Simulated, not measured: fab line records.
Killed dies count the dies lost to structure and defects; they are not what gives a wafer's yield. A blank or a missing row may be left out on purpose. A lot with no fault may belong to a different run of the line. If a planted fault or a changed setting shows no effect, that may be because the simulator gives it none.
Which tool is to blame? + flow gf180mcu + 12 lots, 36 wafers sampled, at 2 steps of a route of 602

## WHAT THE GAUGES READ, wafer by wafer
GF_V4_BOW_MEAS_05.
| lot  | measured     | on            | V4_BOW (um) |
|------|--------------|---------------|-------------|
| L075 | day 23 17:28 | film metro-02 | 135 136 128 |
| L077 | day 24 10:10 | film metro-01 | 119 117 120 |
| L079 | day 25 07:57 | film metro-01 | 141 135 137 |
| L081 | day 25 20:11 | film metro-01 | 134 141 134 |
| L083 | day 26 17:03 | film metro-02 | 144 138 151 |
| L085 | day 27 07:18 | film metro-02 | 122 117 124 |
| L087 | day 27 20:07 | film metro-02 | 132 131 128 |
| L088 | day 28 10:55 | film metro-01 | 111 122 118 |
| L091 | day 29 03:14 | film metro-03 | 134 123 138 |
| L093 | day 29 11:38 | film metro-02 | 151 140 137 |
| L095 | day 30 01:28 | film metro-03 | 128 137 127 |
| L096 | day 30 13:20 | film metro-01 | 124 117 135 |

## WHAT TOOL EACH LOT RAN ON (gives the tool, then ch and the chambers of the sampled wafers, and finally the start)
| lot  | GF_M3_SPUTTER_01             |
|------|------------------------------|
| L075 | pvd sputter-04, day 20 15:17 |
| L077 | pvd sputter-02, day 21 08:53 |
| L079 | pvd sputter-03, day 22 08:36 |
| L081 | pvd sputter-03, day 22 23:08 |
| L083 | pvd sputter-04, day 23 20:05 |
| L085 | pvd sputter-04, day 24 11:14 |
| L087 | pvd sputter-03, day 25 02:38 |
| L088 | pvd sputter-02, day 25 18:15 |
| L091 | pvd sputter-03, day 26 11:43 |
| L093 | pvd sputter-03, day 26 20:15 |
| L095 | pvd sputter-02, day 27 10:17 |
| L096 | pvd sputter-02, day 28 00:20 |
- GF_M3_SPUTTER_01: material TiN, target thk 30 nm, time 25 s.

## THE ANSWER, worked out from the rows above alone
Rule: usual is defined by the lots themselves. The widest of any qualifying gaps counts: lots, ordered by their means at a reading, are off when they make up no more than a third of the lots, leave a main group of 4 or more, and stand apart from it by 3 or more times the standard deviation of that group's means. A main group is skipped when, at the precision printed for the reading in the tables above, its means are all equal. A lot without any number at a reading at which 4 lots or more have one is off too. The other lots that the step has rows for count as sound.
No lot is off on any of the readings shown, so nothing can be concluded from this.

## WHAT THE SIMULATOR PUT IN
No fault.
